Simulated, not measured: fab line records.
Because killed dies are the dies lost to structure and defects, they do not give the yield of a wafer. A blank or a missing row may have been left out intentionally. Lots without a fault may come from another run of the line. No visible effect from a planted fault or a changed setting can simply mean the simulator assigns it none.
Chamber matching | flow sky130 | 4 sister chambers for SKY_VIA1_ETCH_15 on rie diel-01
The step etches SiO2 in C4F8/O2/Ar, stops on TiN, target depth 351 nm, time 54 s. 8 wafers are shown with their chamber, then 8 later ones without.

## WAFERS PAIRED WITH THEIR CHAMBERS
wafer  | chamber | oes product au (a.u.)
L074.4 | 0       | 0.980
L083.3 | 0       | 0.980
L084.1 | 3       | 0.976
L084.3 | 2       | 0.983
L086.2 | 1       | 0.984
L086.3 | 2       | 0.990
L086.4 | 3       | 0.988
L087.4 | 1       | 0.992

## WAFERS WHOSE CHAMBER IS MISSING
wafer  | oes product au (a.u.)
L087.5 | 0.975
L087.6 | 0.987
L096.1 | 0.981
L096.2 | 0.982
L096.3 | 0.992
L096.4 | 0.977
L096.5 | 0.982
L096.6 | 0.984

## WHICH CHAMBER EACH WENT THROUGH
wafer  | from the rows above               | in truth
L087.5 | can't be placed: 0 or 3 or 2 or 1 | 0
L087.6 | can't be placed: 2 or 1 or 3 or 0 | 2
L096.1 | can't be placed: 0 or 3 or 2 or 1 | 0
L096.2 | can't be placed: 3 or 0 or 2 or 1 | 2
L096.3 | can't be placed: 1 or 2 or 3 or 0 | 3
L096.4 | can't be placed: 0 or 3 or 2 or 1 | 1
L096.5 | can't be placed: 3 or 0 or 2 or 1 | 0
L096.6 | can't be placed: 3 or 2 or 0 or 1 | 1
Placed correctly: 0 of 8. Unplaceable from these rows: 8, with the true chamber sitting among the candidates in 8. Placed wrongly: 0.
How it was worked out, from the rows above alone: a wafer's distance from a chamber is the root of the sum, over the readings, of the square of ((its reading less the chamber's mean) divided by the reading's scatter). If the next closest chamber is less than 2 further off than the closest, the wafer can't be placed; otherwise it belongs to the closest. A chamber's mean is the mean of its shown wafers. The scatter: take each reading less its chamber's mean, square it, sum over the shown wafers, divide by the number of wafers less the number of chambers, and take the root.
